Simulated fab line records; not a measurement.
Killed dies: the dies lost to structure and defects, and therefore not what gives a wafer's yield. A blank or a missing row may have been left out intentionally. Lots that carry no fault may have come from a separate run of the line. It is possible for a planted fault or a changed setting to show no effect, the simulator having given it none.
What tool caused it?    flow gf180mcu    13 lots, 39 wafers sampled, at 5 steps of a route of 602

## WHAT THE GAUGES SHOWED, per wafer
GF_STI_CD_MEAS_12: the cd target is 220 nm.
lot   measured     on        cdNm (nm)
L738  day 2 03:58  cdSem-02  218.4 219.0 218.5
L739  day 2 07:08  cdSem-02  218.0 219.3 218.9
L740  day 2 12:34  cdSem-01  221.4 221.5 221.0
L741  day 2 17:29  cdSem-02  221.0 219.8 220.8
L742  day 2 21:34  cdSem-02  219.4 219.6 218.4
L744  day 3 10:14  cdSem-01  222.0 221.7 220.9
L745  day 3 13:59  cdSem-02  220.7 222.3 221.1
L746  day 3 18:29  cdSem-02  222.6 223.4 222.3
L750  day 4 15:51  cdSem-02  218.8 218.2 219.7
L751  day 4 20:40  cdSem-01  220.1 219.8 219.5
L753  day 5 07:25  cdSem-02  221.1 221.3 221.5
L757  day 6 03:00  cdSem-01  220.7 221.1 220.4
L758  day 6 12:01  cdSem-01  219.2 217.2 217.8

GF_DNWELL_TW_MEAS_09.
lot   measured     on            DNWELL_TW
L738  day 2 21:16  filmMetro-02  1351 1351 1350
L739  day 3 00:49  filmMetro-04  1373 1371 1362
L740  day 3 05:04  filmMetro-04  1374 1373 1363
L741  day 3 11:10  filmMetro-04  1355 1368 1360
L742  day 3 15:13  filmMetro-04  1371 1373 1358
L744  day 4 03:55  filmMetro-04  1344 1340 1348
L745  day 4 09:29  filmMetro-01  1342 1349 1343
L746  day 4 13:19  filmMetro-02  1342 1344 1335
L750  day 5 13:59  filmMetro-04  1367 1358 1358
L751  day 5 20:42  filmMetro-01  921 924 928
L753  day 6 04:55  filmMetro-02  939 935 936
L757  day 7 03:48  filmMetro-02  1346 1347 1342
L758  day 7 09:57  filmMetro-04  1373 1363 1367

GF_VT_IMPLANT_OVL_MEAS_18.
lot   measured      on          VT_IMPLANT_01_OVL (nm)
L738  day 6 08:16   overlay-01  -1.1 1.0 -0.3
L739  day 6 13:13   overlay-02  1.0 3.7 2.4
L740  day 6 18:10   overlay-01  -0.2 -1.9 -1.0
L741  day 7 00:46   overlay-01  1.9 3.4 1.7
L742  day 7 07:18   overlay-01  -1.6 0.8 -0.3
L744  day 7 20:56   overlay-01  -1.7 -0.2 0.9
L745  day 8 03:22   overlay-02  0.2 -0.4 2.1
L746  day 8 08:25   overlay-01  -1.2 -0.9 -1.2
L750  day 9 13:46   overlay-02  0.0 0.4 -1.6
L751  day 9 20:28   overlay-01  0.1 -1.5 -3.8
L753  day 10 08:52  overlay-02  0.4 0.7 1.0
L757  day 11 11:40  overlay-02  1.3 0.7 0.6
L758  day 11 19:19  overlay-01  -1.6 -0.2 0.4

## WHAT TOOL EACH LOT RAN ON (gives the tool, then ch and the chambers of the sampled wafers, and finally the start)
lot   GF_STI_CMP_25                 GF_DNWELL_IMPLANT_07
L738  cmp-01 ch 0,3, day 2 06:25    implanter-04 ch 0, day 2 21:02
L739  cmp-02 ch 0,2,3, day 2 09:11  implanter-01 ch 0, day 3 00:35
L740  cmp-02 ch 1,3, day 2 14:37    implanter-03 ch 0, day 3 04:49
L741  cmp-01 ch 0,2,3, day 2 19:33  implanter-01 ch 0, day 3 10:55
L742  cmp-01 ch 1,3, day 2 23:43    implanter-03 ch 0, day 3 14:58
L744  cmp-02 ch 1,2,3, day 3 12:26  implanter-03 ch 0, day 4 03:41
L745  cmp-01 ch 0,2, day 3 16:58    implanter-03 ch 0, day 4 09:14
L746  cmp-02 ch 0,1,3, day 3 21:20  implanter-04 ch 0, day 4 13:04
L750  cmp-01 ch 0,1,2, day 4 18:02  implanter-04 ch 0, day 5 13:44
L751  cmp-02 ch 0,1,3, day 5 02:32  implanter-03 ch 0, day 5 20:28
L753  cmp-02 ch 0,1, day 5 10:05    implanter-03 ch 0, day 6 04:41
L757  cmp-01 ch 0,2,3, day 6 07:45  implanter-04 ch 0, day 7 03:33
L758  cmp-01 ch 0,2,3, day 6 15:58  implanter-04 ch 0, day 7 09:43
- GF_STI_CMP_25: polishes, stops on Si3N4, t overpolish 33 s, target thk 524.6 nm.
- GF_DNWELL_IMPLANT_07

## WHAT THE TOOLS THEMSELVES READ (means of the sampled wafers that have a number; where no wafer has one, the mark that the record gives instead)
GF_STI_CMP_25.
lot   tool    motorCurrentA (A)  overpolishRunS (s)  timeToEndpointS (s)
L738  cmp-01  10.5               33.005              120
L739  cmp-02  11.5               32.993              122
L740  cmp-02  12.1               33.003              125
L741  cmp-01  11.9               33.001              123
L742  cmp-01  11.5               33.002              123
L744  cmp-02  11.7               32.996              124
L745  cmp-01  12.7               33.003              114
L746  cmp-02  12.0               32.996              115
L750  cmp-01  12.1               33.001              115
L751  cmp-02  11.6               32.999              120
L753  cmp-02  12.3               32.999              119
L757  cmp-01  11.4               33.003              116
L758  cmp-01  12.1               33.000              117

GF_DNWELL_IMPLANT_07.
lot   tool          doseIonsCm2  faradayCurrentUA  tiltDeg (degrees)
L738  implanter-04  1e+13        55.9              0.017
L739  implanter-01  1e+13        56.9              -0.026
L740  implanter-03  1e+13        56.1              0.004
L741  implanter-01  1e+13        56.5              -0.021
L742  implanter-03  1e+13        56.2              0.006
L744  implanter-03  1e+13        57.2              -0.030
L745  implanter-03  1e+13        56.3              -0.007
L746  implanter-04  1e+13        56.5              0.006
L750  implanter-04  1e+13        54.9              0.017
L751  implanter-03  3e+12        17.9              0.022
L753  implanter-03  3e+12        17.7              0.020
L757  implanter-04  1e+13        56.8              0.006
L758  implanter-04  1e+13        56.5              0.035

## THE ANSWER, worked out from the rows above alone
Rule: the usual values come from the lots themselves. Put in order of their means at a reading, lots are off if they are a third of the lots or fewer, leave a main group of 4 or more, and stand apart from it by a gap of 3 or more times the standard deviation of the main group's means; of several such gaps the widest counts. Not used: any main group whose means are identical at the precision the tables above print for the reading. Also off: a lot with no number at a reading for which 4 or more lots have one. Where the step has rows for the other lots, those lots are counted as sound. Order of review: gauges by route order, followed by the tools' own readings, for which a lot's mean as printed above is used. The first step at which some lot is off is used, and at that step the reading that is off furthest; a lot without a number counts as furthest.
Off: at GF_DNWELL_TW_MEAS_09 (DNWELL_TW), L751, L753. For the main group the mean is 1356 and the standard deviation 11.
If a tool, at a process step before that reading, ran all the lots that are off and no sound lot after the first of them, it fits. Not tried: the gauges at GF_DNWELL_TW_MEAS_09; whatever is off there is also off at GF_DNWELL_IMPLANT_07, on other tools, and gauge error can't account for it. Undecided on this evidence; 2 tools fit (cmp-02 at GF_STI_CMP_25, implanter-03 at GF_DNWELL_IMPLANT_07).

## WHAT HAD BEEN PUT IN BY THE SIMULATOR
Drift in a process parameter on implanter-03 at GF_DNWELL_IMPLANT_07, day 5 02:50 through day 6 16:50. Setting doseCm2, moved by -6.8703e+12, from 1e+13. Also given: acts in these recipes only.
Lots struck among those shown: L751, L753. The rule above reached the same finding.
